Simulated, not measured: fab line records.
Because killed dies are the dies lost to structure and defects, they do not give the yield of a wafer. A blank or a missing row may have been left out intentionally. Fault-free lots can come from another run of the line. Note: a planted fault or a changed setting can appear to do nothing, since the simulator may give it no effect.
A struck lot beside a sound one :: flow sfq-line :: 39 out of 325 route steps
Sound: wafers L968.2, L968.3, L968.4. Wafers L975.2, L975.3, L975.6 were the ones struck. Last of all comes the cause.
Order at every step that has rows: each side's tool, ch and its chambers, its first start. Under that, the readings that differ: sound wafers :: struck wafers :: difference of the means :: sigmas: that difference in standard deviations of wafers without a fault.
alike: same words and numbers on both sides, and readings whose means sit less than 2 such deviations apart. not compared: any withheld reading, any reading some wafer has no value for, any bound like >300 that may hide the same value, and any number with overlapping values for which the record gives no deviation.
The two part at a step that has a row with sigmas, a row that says differs or no value, or rows on one side only. Numbers that don't overlap but have no deviation are shown without sigmas and don't part them. Lack of a reading on every wafer of one side parts them only where that side has two or more wafers.

first, 6 steps without rows for these wafers: SFQ_TRILAYER_M1_LITHO_COAT_044 (resist thk 62 nm); SFQ_TRILAYER_M1_LITHO_COAT_039 (resist thk 600 nm); SFQ_TRILAYER_M1_LITHO_SOFTBAKE_043; SFQ_TRILAYER_M1_LITHO_EXPOSE_040 (exposes mask M1, target cd 500 nm); SFQ_TRILAYER_M1_LITHO_PEB_042 (peb time 60 s); SFQ_TRILAYER_M1_LITHO_DEVELOP_041 (time 60 s).
SFQ_M1_OVL_MEAS_911:
  sound on overlay-01, day 15 14:10; struck on overlay-01, day 19 07:29
  alike: M1_OVL
SFQ_TRILAYER_M1_BARC_OPEN_METAL_ETCH_054: etches BARC in O2, target depth 125 nm, time 41.7 s.
  sound on rie-metal-01 ch 0,1, day 15 14:12; struck on rie-metal-04 ch 0,1, day 19 07:31
  alike: drypump-motor-current-A, oes-product-au, rf-fwd-power-W
  not compared: rf-hours-counter-h
SFQ_TRILAYER_M1_ETCH_METAL_ETCH_042: etches Nb in Cl2/Ar, stops on SiO2, target depth 240 nm, time 120 s.
  sound on rie-metal-01 ch 0,1, day 15 14:16; struck on rie-metal-04 ch 0,1, day 19 07:35
  alike: drypump-motor-current-A, oes-product-au, rf-fwd-power-W
  not compared: rf-hours-counter-h
then, 2 steps without rows for these wafers: SFQ_TRILAYER_M1_STRIP_STRIP_043 (strips in O2); SFQ_TRILAYER_M1_STRIP_SOLV_CLEAN_044 (cleans in NMP, time 600 s).
SFQ_TRILAYER_I1_DEP_PECVD_045: deposits SiO2 from SiH4/N2O, time 111.11 s, target thk 500 nm.
  sound on pecvd-04 ch 0,2, day 15 15:10; struck on pecvd-03 ch 0,1,2, day 19 08:29
  no value came back on the struck wafers for any of 6 readings (chamber-pressure-Torr (Torr), heater-power-outer-w (W) and others); on the sound wafers chamber-pressure-Torr (Torr) reads 2.401 2.405 2.397
SFQ_TRILAYER_I1_CMP_CMP_046: polishes SiO2.
  sound on cmp-01 ch 1,2,3, day 15 15:32; struck on cmp-01 ch 0,3, day 19 08:59
reading: time-to-endpoint-s (s)
sound: 209 215 226
struck: - - -
difference: no value on the struck wafers
sigmas: 
  alike: motor-current-A
SFQ_I1_BOW_MEAS_912:
  sound on film-metro-03, day 15 18:33; struck on film-metro-02, day 19 12:00
  alike: I1_BOW
SFQ_TRILAYER_I1_METRO_MEASURE_047:
  sound on film-metro-03, day 15 18:51; struck on film-metro-02, day 19 12:18
then, 6 steps without rows for these wafers: SFQ_TRILAYER_I1_VIA_LITHO_COAT_054 (resist thk 62 nm); SFQ_TRILAYER_I1_VIA_LITHO_COAT_049 (resist thk 650 nm); SFQ_TRILAYER_I1_VIA_LITHO_SOFTBAKE_053; SFQ_TRILAYER_I1_VIA_LITHO_EXPOSE_050 (exposes mask I1, target cd 500 nm); SFQ_TRILAYER_I1_VIA_LITHO_PEB_052 (peb time 60 s); SFQ_TRILAYER_I1_VIA_LITHO_DEVELOP_051 (time 60 s).
SFQ_I1_OVL_MEAS_913:
  sound on overlay-02, day 16 18:37; struck on overlay-01, day 20 03:24
  alike: I1_OVL
then, 1 step without rows for these wafers: SFQ_TRILAYER_I1_VIA_BARC_OPEN_VIA_ETCH_071 (etches BARC in O2, target depth 125 nm, time 41.7 s).
SFQ_TRILAYER_I1_VIA_ETCH_VIA_ETCH_052: etches SiO2 in CHF3, stops on Nb, target depth 260 nm.
  sound on rie-diel-01 ch 1,2,3, day 16 18:41; struck on rie-diel-03 ch 2,3, day 20 03:28
reading: oes-product-au (a.u.)
sound: 0.854 0.857 0.848
struck: 0.372 0.371 0.369
difference: -0.482
sigmas: -91

reading: model.etch.depth-nm (nm)
sound: 199.4 199 200.3
struck: 0 0 0
difference: -200
sigmas: 
  alike: drypump-motor-current-A, rf-fwd-power-W
then, 4 steps without rows for these wafers: SFQ_TRILAYER_I1_VIA_STRIP_STRIP_053 (strips in O2); SFQ_TRILAYER_I1_VIA_STRIP_SOLV_CLEAN_054 (cleans in NMP, time 600 s); SFQ_TRILAYER_M2_DEP_PRE_CLEAN_056 (time 22.5 s); SFQ_TRILAYER_M2_DEP_SPUTTER_055 (material Nb, target thk 200 nm, time 133.3 s).
SFQ_M2_RS_MEAS_914: measures by four-point-probe.
  sound on film-metro-03, day 16 19:43; struck on film-metro-04, day 20 04:30
  alike: M2_NB_RS
then, 3 steps without rows for these wafers: SFQ_TRILAYER_M2_LITHO_COAT_062 (resist thk 62 nm); SFQ_TRILAYER_M2_LITHO_COAT_057 (resist thk 600 nm); SFQ_TRILAYER_M2_LITHO_SOFTBAKE_061.
SFQ_TRILAYER_M2_LITHO_EXPOSE_058: exposes mask M2, target cd 500 nm.
  struck on krf-scanner-01, day 20 19:00; sound on krf-scanner-01 ch 0, day 17 12:31
  no value came back on the struck wafers for exposure-dose-mJ-cm2, focus-offset-nm (nm), sigma-outer; on the sound wafers exposure-dose-mJ-cm2 reads 14.398 14.392 14.404
  alike: mask
then, 2 steps without rows for these wafers: SFQ_TRILAYER_M2_LITHO_PEB_060 (peb time 60 s); SFQ_TRILAYER_M2_LITHO_DEVELOP_059 (time 60 s).
SFQ_M2_OVL_MEAS_916:
  sound on overlay-01, day 17 13:49; struck on overlay-02, day 20 20:18
reading: M2_OVL (nm)
sound: 5 0 -2
struck: - - -
difference: no value on the struck wafers
sigmas: 
SFQ_TRILAYER_M2_BARC_OPEN_METAL_ETCH_077: etches BARC in O2, target depth 125 nm, time 41.7 s.
  sound on rie-metal-01 ch 0,1, day 17 13:51; struck on rie-metal-04 ch 0,1, day 20 20:20
  alike: drypump-motor-current-A, oes-product-au, rf-fwd-power-W
  not compared: rf-hours-counter-h
SFQ_TRILAYER_M2_ETCH_METAL_ETCH_060: etches Nb in Cl2/Ar, stops on SiO2, target depth 240 nm, time 120 s.
  sound on rie-metal-01 ch 0,1, day 17 13:55; struck on rie-metal-04 ch 0,1, day 20 20:23
reading: model.M2.cd-nm (nm)
sound: 498.3 495.5 498.4
struck: - - -
difference: no value on the struck wafers
sigmas: 
  alike: drypump-motor-current-A, oes-product-au, rf-fwd-power-W
  not compared: rf-hours-counter-h
SFQ_TRILAYER_M2_STRIP_STRIP_061: strips in O2.
  sound on rie-metal-01 ch 0,1, day 17 14:02; struck on rie-metal-04 ch 0,1, day 20 20:31
  alike: drypump-motor-current-A, oes-product-au
  not compared: rf-hours-counter-h

== WHERE THEY PART ==
First at SFQ_TRILAYER_I1_DEP_PECVD_045; last, within this record, at SFQ_TRILAYER_M2_ETCH_METAL_ETCH_060. Later steps at which nothing parts them and some readings are alike: SFQ_TRILAYER_M2_STRIP_STRIP_061.

WHY: what the simulator had put in
Whole step skipped at SFQ_TRILAYER_I1_DEP_PECVD_045 on pecvd-03, starting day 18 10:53. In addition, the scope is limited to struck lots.
